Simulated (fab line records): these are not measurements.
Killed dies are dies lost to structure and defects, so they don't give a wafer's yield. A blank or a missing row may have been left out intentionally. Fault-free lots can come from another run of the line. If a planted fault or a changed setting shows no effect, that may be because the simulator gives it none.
fab line records	flow sky130
record lots=11	wafers=33	lastDay=50
route steps=708 shown CAP2M@615 METAL4@632 VIA4@645 METAL5@661 PAD_OPEN@708
lots untouched by any fault: they come from a run of this same line in which no faults occurred
startH: hours from the record's first day to the start of the lot's first wafer shown	waitH: how many hours have passed since the lot's step before this one	" the same as in the row above	L1.1+2: one row covering several wafers at once	- value missing, or start not given	* or withheld: withheld	< > ~ a bound
route shown NAME@n: NAME is a module with steps in the file, n the number in the route of the first one	usual: mean/standard deviation taken from wafers without a fault	same: alike in all rows	chamber/n: place in a boat	sites: each site's reading	_std_site: their standard deviation	_edge_site: outer sites' mean less inner sites'	radiusMm: how far each site lies from the wafer's centre	mask NAME#n: copy n	behind: the most recent tool/chamber to have shaped the wafer	hold: reason for holding the lot/hours on hold/outcome of the hold	device: the transistor (n, p or np) that didn't switch	end of line: at the end of the route, the tests of the same wafers	for a step that has no rows: nothing shown but its recipe	killed: dies lost to structure and defects at the first sort, not the wafer's yield	map: the dies of a wafer, with x for killed, . for not killed, _ for no die there
set.NAME: the setting as run; set.NAME@STEP: as run at that earlier step	model.NAME: the simulator's own value behind a step, which no gauge read
the route's steps for a sample of lots (tables are steps, rows are wafers)
services: the hour from which a tool's chamber was out of use, counted from the record's first day as startH (under 0 if before that day), plus the number of hours and why
## steps
# step SKY_CAP2M_OVL_MEAS_12
# usual CAP2M_OVL=0.6/1.4
lot.wafer	tool	chamber	startH	waitH	CAP2M_OVL[nm]
L851.3	overlay-01	-	956.80	0.1	-2.7
L851.4	"	-	"	"	-2.4
L851.5	"	-	"	"	0.1
L852.3	overlay-02	-	972.55	0.1	0.7
L852.4	"	-	"	"	0.1
L852.6	"	-	"	"	1.0
L853.1	overlay-01	-	975.09	0.1	-0.3
L853.4	"	-	"	"	-1.6
L853.6	"	-	"	"	0.7
L854.2	overlay-01	-	983.84	0.1	0.7
L854.4	"	-	"	"	-1.0
L854.6	"	-	"	"	-0.1
L855.2	overlay-01	-	984.49	0.1	-0.2
L855.4	"	-	"	"	-0.1
L855.5	"	-	"	"	1.7
L858.1	overlay-01	-	1009.99	0.1	2.9
L858.4	"	-	"	"	-0.3
L858.6	"	-	"	"	2.2
L860.1	overlay-01	-	1021.83	0.1	1.5
L860.5	"	-	"	"	1.6
L860.6	"	-	"	"	0.4
L864.1	overlay-01	-	1057.99	0.1	0.6
L864.3	"	-	"	"	0.1
L864.4	"	-	"	"	-0.8
L868.1	overlay-01	-	1079.98	0.1	1.0
L868.3	"	-	"	"	0.2
L868.5	"	-	"	"	-0.9
L869.2	overlay-02	-	1081.89	0.1	3.3
L869.3	"	-	"	"	2.2
L869.5	"	-	"	"	1.3
L871.4	overlay-02	-	1094.70	0.1	2.3
L871.5	"	-	"	"	1.3
L871.6	"	-	"	"	2.8
# step SKY_METAL4_ETCH_16
# recipe chemistry=N2/H2	target=BARC	ionEnergyEv=200	biasW=100	pressureMtorr=30	n2FlowSccm=100	h2FlowSccm=200	icpW=500	stopOn=SiO2	timeS=88.2	targetDepthA=600
# usual drypumpMotorCurrentA=5.6/0.34	oesProductAu=0.625/0.0047	throttleValvePct=13.205/0.0083
lot.wafer	tool	chamber	startH	waitH	drypumpMotorCurrentA	oesProductAu	rfHoursCounterH	throttleValvePct
L851.3	rieMetal-02	0	981.56	0.0	5.2	0.628	-	13.206
L851.4	"	1	"	"	5.8	0.629	-	13.213
L851.5	"	1	"	"	5.8	0.623	-	13.200
L852.3	rieMetal-02	0	996.52	0.1	5.2	0.630	-	13.190
L852.4	"	0	"	"	5.2	0.625	-	13.203
L852.6	"	0	"	"	5.1	0.633	-	13.195
L853.1	rieMetal-02	0	998.87	0.1	5.2	0.626	12	13.206
L853.4	"	0	"	"	5.2	0.627	-	13.204
L853.6	"	0	"	"	5.2	0.631	-	13.214
L854.2	rieMetal-04	0	1007.93	0.0	6.0	0.635	5	13.188
L854.4	"	0	"	"	6.0	0.623	-	13.204
L854.6	"	0	"	"	6.0	0.629	-	13.211
L855.2	rieMetal-02	0	1008.09	0.0	5.2	0.625	13	13.208
L855.4	"	0	"	"	5.2	0.618	-	13.211
L855.5	"	0	"	"	5.2	0.628	-	13.217
L858.1	rieMetal-04	0	1034.24	0.0	6.0	0.624	8	13.207
L858.4	"	0	"	"	6.0	0.618	-	13.205
L858.6	"	0	"	"	6.0	0.629	-	13.204
L860.1	rieMetal-03	1	1047.12	0.0	5.8	0.619	1	13.204
L860.5	"	0	"	"	5.9	0.628	-	13.210
L860.6	"	1	"	"	5.8	0.620	-	13.215
L864.1	rieMetal-02	0	1079.97	0.0	5.2	0.622	17	13.229
L864.3	"	1	"	"	5.8	0.624	-	13.201
L864.4	"	0	"	"	5.2	0.631	-	13.208
L868.1	rieMetal-03	0	1101.19	0.0	5.9	0.624	12	13.197
L868.3	"	1	"	"	5.8	0.626	-	13.204
L868.5	"	1	"	"	5.8	0.617	-	13.202
L869.2	rieMetal-02	0	1103.28	0.0	5.2	0.620	19	13.208
L869.3	"	1	"	"	5.8	0.623	-	13.199
L869.5	"	0	"	"	5.2	0.618	-	13.214
L871.4	rieMetal-03	1	1116.11	0.0	5.8	0.622	-	13.202
L871.5	"	1	"	"	5.8	0.628	-	13.202
L871.6	"	0	"	"	5.9	0.629	-	13.214
# step SKY_VIA4_COAT_06
# recipe resist=NOVOLAK	spinRpm=3000	resistThkNm=1140
lot.wafer	tool	chamber	startH	waitH
L851.3+4+5	lithoTrack-01	0	994.35	0.1
L852.3+4+6	lithoTrack-01	0	1009.05	0.1
L853.1+4+6	lithoTrack-02	0	1011.34	0.1
L854.2+4+6	lithoTrack-01	0	1020.63	0.1
L855.2+4+5	lithoTrack-02	0	1021.01	0.1
L858.1+4+6	lithoTrack-01	0	1047.60	0.1
L860.1+5+6	lithoTrack-01	0	1058.90	0.1
L864.1+3+4	lithoTrack-01	0	1092.05	0.1
L868.1+3+5	lithoTrack-02	0	1112.64	0.1
L869.2+3+5	lithoTrack-02	0	1114.92	0.1
L871.4+5+6	lithoTrack-01	0	1127.43	0.1
# step SKY_VIA4_STRIP_13
# recipe chemistry=O2/N2	powerW=1400	pressureMtorr=1500	platenTempC=withheld	o2FlowSccm=3000	n2FlowSccm=300	overashFraction=0.5
# usual drypumpMotorCurrentA=5.5/0.36	oesProductAu=0.709/0.0041	stripTimeToEndpointS=12.814/0.03
lot.wafer	tool	chamber	startH	waitH	drypumpMotorCurrentA	oesProductAu	rfHoursCounterH	stripTimeToEndpointS
L851.3	plasmaAsher-04	1	1006.03	-	5.1	0.712	-	12.819
L851.4	"	0	"	"	5.2	0.715	-	12.771
L851.5	"	1	"	"	5.1	0.713	-	12.801
L852.3	plasmaAsher-04	1	1020.83	-	5.1	0.713	-	12.803
L852.4	"	0	"	"	5.2	0.707	-	12.823
L852.6	"	1	"	"	5.1	0.705	-	12.825
L853.1	plasmaAsher-04	0	1023.36	-	5.2	0.705	117	12.796
L853.4	"	1	"	"	5.1	0.705	-	12.837
L853.6	"	0	"	"	5.2	0.716	-	12.786
L854.2	plasmaAsher-01	1	1032.05	-	5.3	0.710	87	12.794
L854.4	"	0	"	"	5.2	0.708	-	12.790
L854.6	"	1	"	"	5.3	0.706	-	12.854
L855.2	plasmaAsher-02	1	1032.35	-	6.0	0.706	60	12.791
L855.4	"	1	"	"	6.0	0.718	-	12.820
L855.5	"	1	"	"	6.0	0.708	-	12.763
L858.1	plasmaAsher-01	1	1057.91	-	5.4	0.709	90	12.824
L858.4	"	0	"	"	5.2	0.710	-	12.897
L858.6	"	1	"	"	5.4	0.708	-	12.876
L860.1	plasmaAsher-04	0	1070.31	-	5.2	0.702	0	12.788
L860.5	"	0	"	"	5.2	0.704	-	12.787
L860.6	"	1	"	"	5.1	0.714	-	12.811
L864.1	plasmaAsher-02	1	1102.01	-	6.0	0.703	68	12.834
L864.3	"	0	"	"	5.9	0.713	-	12.855
L864.4	"	1	"	"	6.0	0.710	-	12.842
L868.1	plasmaAsher-02	0	1122.56	-	5.9	0.695	69	11.437
L868.3	"	0	"	"	5.9	0.701	-	11.484
L868.5	"	1	"	"	6.0	0.699	-	11.433
L869.2	plasmaAsher-04	0	1123.99	-	5.2	0.703	5	11.454
L869.3	"	1	"	"	5.1	0.702	-	11.475
L869.5	"	0	"	"	5.2	0.697	-	11.474
L871.4	plasmaAsher-01	0	1137.05	-	5.2	0.706	-	12.822
L871.5	"	0	"	"	5.2	0.703	-	12.802
L871.6	"	1	"	"	5.4	0.711	-	12.866
# step SKY_METAL5_SPUTTER_00
# recipe material=Ti	targetThkNm=15	powerW=3000	timeS=10	chamberPressurePa=0.4
# usual throttleValvePct=29.9/1.2
lot.wafer	tool	chamber	startH	waitH	throttleValvePct
L851.3	pvdSputter-04	-	1007.47	0.1	31.4
L851.4	"	-	"	"	28.6
L851.5	"	-	"	"	30.8
L852.3	pvdSputter-04	-	1022.09	0.1	28.4
L852.4	"	-	"	"	30.6
L852.6	"	-	"	"	28.4
L853.1	pvdSputter-04	-	1024.68	0.1	30.7
L853.4	"	-	"	"	30.7
L853.6	"	-	"	"	28.5
L854.2	pvdSputter-03	-	1033.37	0.2	29.7
L854.4	"	-	"	"	29.9
L854.6	"	-	"	"	29.9
L855.2	pvdSputter-02	-	1033.79	0.1	31.6
L855.4	"	-	"	"	27.8
L855.5	"	-	"	"	29.6
L858.1	pvdSputter-04	-	1059.21	0.1	30.7
L858.4	"	-	"	"	28.6
L858.6	"	-	"	"	28.5
L860.1	pvdSputter-02	-	1071.60	0.1	27.7
L860.5	"	-	"	"	31.8
L860.6	"	-	"	"	29.9
L864.1	pvdSputter-03	-	1103.82	0.2	29.4
L864.3	"	-	"	"	29.7
L864.4	"	-	"	"	29.6
L868.1	pvdSputter-03	-	1124.97	0.2	29.6
L868.3	"	-	"	"	30.0
L868.5	"	-	"	"	30.2
L869.2	pvdSputter-02	-	1126.17	0.1	28.4
L869.3	"	-	"	"	29.7
L869.5	"	-	"	"	28.4
L871.4	pvdSputter-02	-	1138.31	0.2	29.9
L871.5	"	-	"	"	31.6
L871.6	"	-	"	"	27.9
# step SKY_PAD_OPEN_PROBE_99
# usual defectLimitedYield=82.4/1.9	killed_at_M0_to_M3=44/7	killed_at_M4_up=3.2/1.8	killedAtContacts=24/5.1	killedAtFrontEnd=15/4.3	killedAtOther=0.3/0.5	killedDies=86/9.6	killedOpen=48/7.1	killedShort=38/6.7	sort_bin_3_pad_short=0.9/0.44	sort_bin_5_function=10.3/1.5	sort_bin_6_memory=6.4/1.1	sortNPass=406/9.6	sortYieldPct=82.4/1.9
# same grossDies=492	killedAtBackSide=0	sort_bin_4_leakage[%]=0	sort_bin_8_speed[%]=0
lot.wafer	tool	chamber	startH	waitH	defectLimitedYield[%]	killed_at_M0_to_M3	killed_at_M4_up	killedAtContacts	killedAtFrontEnd	killedAtOther	killedDies	killedOpen	killedShort	sort_bin_3_pad_short[%]	sort_bin_5_function[%]	sort_bin_6_memory[%]	sortNPass	sortYieldPct[%]
L851.3	prober-02	-	1078.02	0.2	81.5	47	3	22	19	0	91	55	36	1.0	11.8	5.7	401	81.5
L851.4	prober-02	-	1078.07	0.2	85.6	36	2	21	12	0	71	39	32	0.4	7.7	6.3	421	85.6
L851.5	prober-02	-	1078.12	0.2	83.5	41	2	25	13	0	81	39	42	1.2	8.5	6.7	411	83.5
L852.3	prober-01	-	1091.84	0.2	85.4	41	2	21	8	0	72	32	40	0.8	8.3	5.5	420	85.4
L852.4	prober-01	-	1091.89	0.2	84.6	45	0	24	7	0	76	35	41	1.4	8.9	5.1	416	84.6
L852.6	prober-01	-	1091.99	0.2	82.9	58	2	17	6	1	84	58	26	0.4	10.8	5.9	408	82.9
L853.1	prober-02	-	1093.02	0.1	82.5	34	4	25	23	0	86	42	44	1.4	10.4	5.7	406	82.5
L853.4	prober-02	-	1093.17	0.2	82.3	49	3	23	11	1	87	54	33	0.2	12.4	5.1	405	82.3
L853.6	prober-02	-	1093.27	0.2	82.1	54	1	18	15	0	88	36	52	0.8	11.0	6.1	404	82.1
L854.2	prober-01	-	1101.93	0.1	81.3	46	2	26	18	0	92	48	44	1.6	8.3	8.7	400	81.3
L854.4	prober-01	-	1102.03	0.2	81.5	38	1	31	21	0	91	65	26	0.8	11.2	6.5	401	81.5
L854.6	prober-01	-	1102.13	0.2	84.6	46	3	19	7	1	76	36	40	0.8	9.6	5.1	416	84.6
L855.2	prober-02	-	1102.41	0.1	80.3	60	7	19	11	0	97	52	45	1.6	12.0	6.1	395	80.3
L855.4	prober-02	-	1102.51	0.2	80.7	46	4	29	16	0	95	48	47	1.0	10.8	7.5	397	80.7
L855.5	prober-02	-	1102.56	0.2	80.9	54	6	25	9	0	94	52	42	1.0	11.0	7.1	398	80.9
L858.1	prober-01	-	1124.26	0.1	81.3	46	3	26	16	1	92	52	40	0.4	12.2	6.1	400	81.3
L858.4	prober-01	-	1124.41	0.2	82.3	44	5	16	22	0	87	44	43	1.6	9.6	6.5	405	82.3
L858.6	prober-01	-	1124.51	0.2	84.3	42	4	21	10	0	77	47	30	1.6	8.1	5.9	415	84.3
L860.1	prober-01	-	1134.05	0.1	80.1	56	2	29	11	0	98	58	40	1.4	12.0	6.5	394	80.1
L860.5	prober-01	-	1134.25	0.2	81.3	52	2	23	14	1	92	50	42	1.0	12.0	5.7	400	81.3
L860.6	prober-01	-	1134.30	0.2	84.3	37	5	24	11	0	77	45	32	0.6	10.0	5.1	415	84.3
L864.1	prober-02	-	1164.05	0.1	85.4	33	1	22	16	0	72	47	25	0.8	8.3	5.5	420	85.4
L864.3	prober-02	-	1164.15	0.2	83.9	44	4	18	13	0	79	48	30	0.4	10.4	5.3	413	83.9
L864.4	prober-02	-	1164.20	0.2	84.8	38	3	19	13	2	75	34	37	1.0	8.9	5.3	417	84.8
L868.1	prober-01	-	1182.27	0.1	83.5	47	4	12	18	0	81	52	28	0	9.8	6.7	411	83.5
L868.3	prober-01	-	1182.37	0.2	81.3	56	2	20	13	1	92	52	38	0.6	10.6	7.5	400	81.3
L868.5	prober-01	-	1182.47	0.2	81.3	49	2	25	15	1	92	55	35	0.6	12.0	6.1	400	81.3
L869.2	prober-02	-	1183.79	0.1	81.7	45	4	28	13	0	90	49	41	0.4	10.8	7.1	402	81.7
L869.3	prober-02	-	1183.84	0.2	82.1	47	4	15	22	0	88	58	30	1.2	10.0	6.7	404	82.1
L869.5	prober-02	-	1183.94	0.2	80.9	52	7	23	11	1	94	56	38	0.8	12.0	6.3	398	80.9
L871.4	prober-02	-	1193.35	0.2	82.1	46	3	20	18	1	88	45	42	0.8	10.6	6.5	404	82.1
L871.5	prober-02	-	1193.40	0.2	83.3	34	7	23	18	0	82	47	35	0.6	9.1	6.9	410	83.3
L871.6	prober-02	-	1193.45	0.2	82.1	41	4	30	13	0	88	48	38	1.0	8.7	8.1	404	82.1
# killed by level:class
L851.3 VIA1:geometricParticle:open=12 POLY_GATE:geometricParticle:open=8 CONTACT:geometricParticle:open=8 VIA2:geometricParticle:open=7 METAL1:geometricParticle:short=6 VIA3:geometricParticle:open=5 CONTACT:geometricParticle:short=5 METAL2:geometricParticle:short=5
L851.4 VIA2:geometricParticle:open=8 LI_CONTACT:geometricParticle:open=7 CONTACT:geometricParticle:open=7 METAL2:geometricParticle:short=6 FIELD_ISO:geometricParticle:open=4 POLY_CUT:geometricParticle:short=4 METAL1:geometricParticle:short=4 VIA1:geometricParticle:short=4
L851.5 METAL2:geometricParticle:short=11 VIA1:geometricParticle:open=11 CONTACT:geometricParticle:open=9 LOCAL_INTERCONNECT:geometricParticle:short=7 CONTACT:geometricParticle:short=5 VIA1:geometricParticle:short=4 VIA2:geometricParticle:open=4 LI_CONTACT:geometricParticle:open=3
L852.3 VIA1:geometricParticle:open=9 VIA2:geometricParticle:open=7 CONTACT:geometricParticle:short=6 CONTACT:geometricParticle:open=6 METAL1:geometricParticle:short=6 LI_CONTACT:geometricParticle:short=4 VIA1:geometricParticle:short=4 VIA2:geometricParticle:short=4
L852.4 VIA1:geometricParticle:open=9 METAL1:geometricParticle:short=8 CONTACT:geometricParticle:open=7 METAL2:geometricParticle:short=7 LI_CONTACT:geometricParticle:open=7 VIA1:geometricParticle:short=6 LOCAL_INTERCONNECT:geometricParticle:short=5 VIA3:geometricParticle:open=5
L852.6 VIA1:geometricParticle:open=21 VIA3:geometricParticle:open=9 LI_CONTACT:geometricParticle:open=8 VIA2:geometricParticle:open=6 METAL1:geometricParticle:short=5 CONTACT:geometricParticle:open=4 VIA1:geometricParticle:short=4 LOCAL_INTERCONNECT:geometricParticle:short=3
L853.1 CONTACT:geometricParticle:open=9 FIELD_ISO:geometricParticle:open=8 POLY_GATE:geometricParticle:short=7 VIA2:geometricParticle:open=7 CONTACT:geometricParticle:short=7 METAL1:geometricParticle:short=7 VIA3:geometricParticle:open=6 METAL2:geometricParticle:short=4
L853.4 VIA1:geometricParticle:open=18 POLY_GATE:geometricParticle:open=6 LI_CONTACT:geometricParticle:open=6 CONTACT:geometricParticle:open=6 VIA2:geometricParticle:open=6 VIA2:geometricParticle:short=6 METAL2:geometricParticle:short=5 VIA3:geometricParticle:open=5
L853.6 VIA3:geometricParticle:open=10 VIA2:geometricParticle:short=9 VIA1:geometricParticle:open=7 VIA2:geometricParticle:open=7 CONTACT:geometricParticle:short=6 METAL2:geometricParticle:short=6 VIA3:geometricParticle:short=6 FIELD_ISO:geometricParticle:short=4
L854.2 LI_CONTACT:geometricParticle:open=11 METAL2:geometricParticle:short=10 FIELD_ISO:geometricParticle:open=8 VIA1:geometricParticle:open=8 POLY_GATE:geometricParticle:short=6 VIA2:geometricParticle:open=6 LOCAL_INTERCONNECT:geometricParticle:short=5 VIA1:geometricParticle:short=5
L854.4 CONTACT:geometricParticle:open=15 VIA1:geometricParticle:open=10 FIELD_ISO:geometricParticle:open=9 LI_CONTACT:geometricParticle:open=8 VIA2:geometricParticle:open=8 POLY_GATE:geometricParticle:open=7 METAL2:geometricParticle:short=7 CONTACT:geometricParticle:short=6
L854.6 VIA1:geometricParticle:open=10 METAL2:geometricParticle:short=10 CONTACT:geometricParticle:open=7 LI_CONTACT:geometricParticle:open=5 VIA1:geometricParticle:short=5 CONTACT:geometricParticle:short=4 METAL3:geometricParticle:short=4 VIA2:geometricParticle:short=4
L855.2 VIA1:geometricParticle:open=11 VIA3:geometricParticle:open=9 VIA2:geometricParticle:open=8 METAL1:geometricParticle:short=8 CONTACT:geometricParticle:open=8 METAL2:geometricParticle:short=7 CONTACT:geometricParticle:short=5 VIA1:geometricParticle:short=5
L855.4 VIA2:geometricParticle:open=11 CONTACT:geometricParticle:open=11 VIA1:geometricParticle:open=9 FIELD_ISO:geometricParticle:short=7 CONTACT:geometricParticle:short=7 METAL1:geometricParticle:short=7 LOCAL_INTERCONNECT:geometricParticle:short=6 VIA3:geometricParticle:open=6
L855.5 VIA1:geometricParticle:open=11 CONTACT:geometricParticle:open=10 VIA2:geometricParticle:open=8 VIA3:geometricParticle:open=7 VIA1:geometricParticle:short=6 LI_CONTACT:geometricParticle:open=5 VIA2:geometricParticle:short=5 METAL1:geometricParticle:short=4
L858.1 VIA1:geometricParticle:open=14 CONTACT:geometricParticle:open=10 VIA2:geometricParticle:open=7 FIELD_ISO:geometricParticle:short=6 VIA3:geometricParticle:open=6 POLY_GATE:geometricParticle:open=5 LI_CONTACT:geometricParticle:open=5 LI_CONTACT:geometricParticle:short=4
L858.4 VIA1:geometricParticle:open=11 POLY_GATE:geometricParticle:short=9 CONTACT:geometricParticle:open=7 VIA3:geometricParticle:open=7 FIELD_ISO:geometricParticle:short=5 LI_CONTACT:geometricParticle:open=5 METAL1:geometricParticle:short=5 VIA1:geometricParticle:short=5
L858.6 VIA1:geometricParticle:open=12 CONTACT:geometricParticle:open=11 VIA2:geometricParticle:open=7 CONTACT:geometricParticle:short=6 METAL1:geometricParticle:short=5 VIA3:geometricParticle:short=5 METAL2:geometricParticle:short=4 FIELD_ISO:geometricParticle:open=3
L860.1 CONTACT:geometricParticle:open=12 VIA1:geometricParticle:open=11 VIA3:geometricParticle:open=11 VIA2:geometricParticle:open=9 LOCAL_INTERCONNECT:geometricParticle:short=7 VIA1:geometricParticle:short=5 POLY_GATE:geometricParticle:short=4 POLY_GATE:geometricParticle:open=4
L860.5 VIA1:geometricParticle:open=12 LI_CONTACT:geometricParticle:open=7 VIA2:geometricParticle:open=7 VIA3:geometricParticle:open=7 METAL2:geometricParticle:short=6 CONTACT:geometricParticle:open=5 VIA1:geometricParticle:short=5 VIA2:geometricParticle:short=5
L860.6 LI_CONTACT:geometricParticle:open=9 VIA1:geometricParticle:open=8 METAL3:geometricParticle:short=6 CONTACT:geometricParticle:open=6 VIA3:geometricParticle:open=6 METAL1:geometricParticle:short=5 METAL2:geometricParticle:short=4 VIA2:geometricParticle:open=4
L864.1 VIA3:geometricParticle:open=9 FIELD_ISO:geometricParticle:open=8 LI_CONTACT:geometricParticle:open=7 VIA1:geometricParticle:open=6 CONTACT:geometricParticle:open=5 FIELD_ISO:geometricParticle:short=4 VIA2:geometricParticle:open=4 CONTACT:geometricParticle:short=4
L864.3 VIA1:geometricParticle:open=12 VIA3:geometricParticle:open=7 VIA1:geometricParticle:short=6 METAL2:geometricParticle:short=6 FIELD_ISO:geometricParticle:open=4 FIELD_ISO:geometricParticle:short=4 LI_CONTACT:geometricParticle:short=4 LI_CONTACT:geometricParticle:open=4
L864.4 VIA3:geometricParticle:short=9 CONTACT:geometricParticle:open=7 VIA3:geometricParticle:open=6 VIA1:geometricParticle:short=5 METAL2:geometricParticle:short=5 LI_CONTACT:geometricParticle:open=4 VIA1:geometricParticle:open=4 POLY_GATE:geometricParticle:short=3
L868.1 VIA1:geometricParticle:open=13 VIA3:geometricParticle:open=9 VIA2:geometricParticle:open=7 POLY_GATE:geometricParticle:short=5 LI_CONTACT:geometricParticle:open=5 VIA1:geometricParticle:short=5 POLY_GATE:geometricParticle:open=4 METAL2:geometricParticle:short=4
L868.3 VIA3:geometricParticle:open=11 METAL1:geometricParticle:short=10 VIA1:geometricParticle:open=10 VIA1:geometricParticle:short=8 VIA2:geometricParticle:open=7 CONTACT:geometricParticle:open=6 LI_CONTACT:geometricParticle:short=4 LI_CONTACT:geometricParticle:open=4
L868.5 VIA1:geometricParticle:open=16 CONTACT:geometricParticle:open=11 LI_CONTACT:geometricParticle:open=6 VIA3:geometricParticle:open=6 CONTACT:geometricParticle:short=5 METAL2:geometricParticle:short=5 METAL2:geometricParticle:open=4 VIA2:geometricParticle:open=4
L869.2 LI_CONTACT:geometricParticle:open=12 VIA1:geometricParticle:open=12 CONTACT:geometricParticle:open=8 VIA1:geometricParticle:short=6 VIA2:geometricParticle:open=5 VIA3:geometricParticle:short=5 CONTACT:geometricParticle:short=4 METAL2:geometricParticle:short=4
L869.3 FIELD_ISO:geometricParticle:open=12 VIA3:geometricParticle:open=11 VIA2:geometricParticle:open=10 VIA1:geometricParticle:open=8 CONTACT:geometricParticle:short=5 VIA1:geometricParticle:short=5 FIELD_ISO:geometricParticle:short=4 CONTACT:geometricParticle:open=4
L869.5 VIA1:geometricParticle:open=14 CONTACT:geometricParticle:open=9 METAL1:geometricParticle:short=8 VIA2:geometricParticle:open=8 VIA3:geometricParticle:open=6 LI_CONTACT:geometricParticle:open=5 FIELD_ISO:geometricParticle:open=4 LI_CONTACT:geometricParticle:short=4
L871.4 VIA1:geometricParticle:open=10 POLY_GATE:geometricParticle:open=6 VIA2:geometricParticle:open=6 CONTACT:geometricParticle:open=6 METAL1:geometricParticle:short=6 METAL2:geometricParticle:short=6 VIA2:geometricParticle:short=6 POLY_GATE:geometricParticle:short=5
L871.5 LI_CONTACT:geometricParticle:open=8 VIA1:geometricParticle:open=8 METAL1:geometricParticle:short=7 VIA3:geometricParticle:open=7 FIELD_ISO:geometricParticle:open=6 CONTACT:geometricParticle:open=6 METAL4:geometricParticle:short=6 LOCAL_INTERCONNECT:geometricParticle:short=5
L871.6 CONTACT:geometricParticle:open=11 LI_CONTACT:geometricParticle:open=9 VIA1:geometricParticle:open=9 VIA2:geometricParticle:open=8 METAL2:geometricParticle:short=7 LOCAL_INTERCONNECT:geometricParticle:short=5 METAL4:geometricParticle:short=4 VIA3:geometricParticle:short=4
## services
tool	chamber	startH	hours	kind
pvdSputter-02	-	967.72	1.6	repair
pvdSputter-04	0	970.28	-	consumableReplace:kit
pvdSputter-04	0	970.28	18.0	scheduledDown
pvdSputter-04	0	970.28	18.0	ventCycle
rieMetal-03	-	987.69	4.4	repair
rieMetal-02	1	993.90	5.6	repair
pvdSputter-03	-	994.57	1.2	repair
plasmaAsher-02	-	1000.25	0.6	repair
rieMetal-03	1	1013.72	-	clean
rieMetal-03	1	1013.72	17.0	scheduledDown
pvdSputter-03	-	1045.94	2.6	repair
plasmaAsher-04	-	1055.25	9.0	pm
plasmaAsher-04	0	1055.25	9.0	ventCycle
plasmaAsher-04	1	1055.25	9.0	ventCycle
plasmaAsher-04	0	1064.25	-	clean
plasmaAsher-04	1	1064.25	-	clean
plasmaAsher-01	-	1071.03	2.4	repair
pvdSputter-04	3	1111.48	-	consumableReplace:kit
pvdSputter-04	3	1111.48	18.0	scheduledDown
pvdSputter-04	3	1111.48	18.0	ventCycle
pvdSputter-04	-	1123.53	2.3	repair
pvdSputter-02	2	1128.12	-	consumableReplace:kit
pvdSputter-02	2	1128.12	18.0	scheduledDown
pvdSputter-02	2	1128.12	18.0	ventCycle
## key
firstSign step=SKY_VIA4_STRIP_13	reading=stripTimeToEndpointS	direction=down	sigmas=45	usual=*	struck=*
effect none on later readings
metAt SKY_VIA4_COAT_06
struckLots L868,L869
notActingAt SKY_CAP2M_OVL_MEAS_12,SKY_METAL4_ETCH_16,SKY_METAL5_SPUTTER_00
onsetBetween 1021.01 1112.64
fault kind=processParameterDrift	tool=lithoTrack-02	chamber=-	onsetH=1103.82	steps=SKY_VIA4_COAT_06	channel=resistThkNm	offset=-120.98	shape=step	endH=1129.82	actsIn=theseRecipesOnly	stated=1140
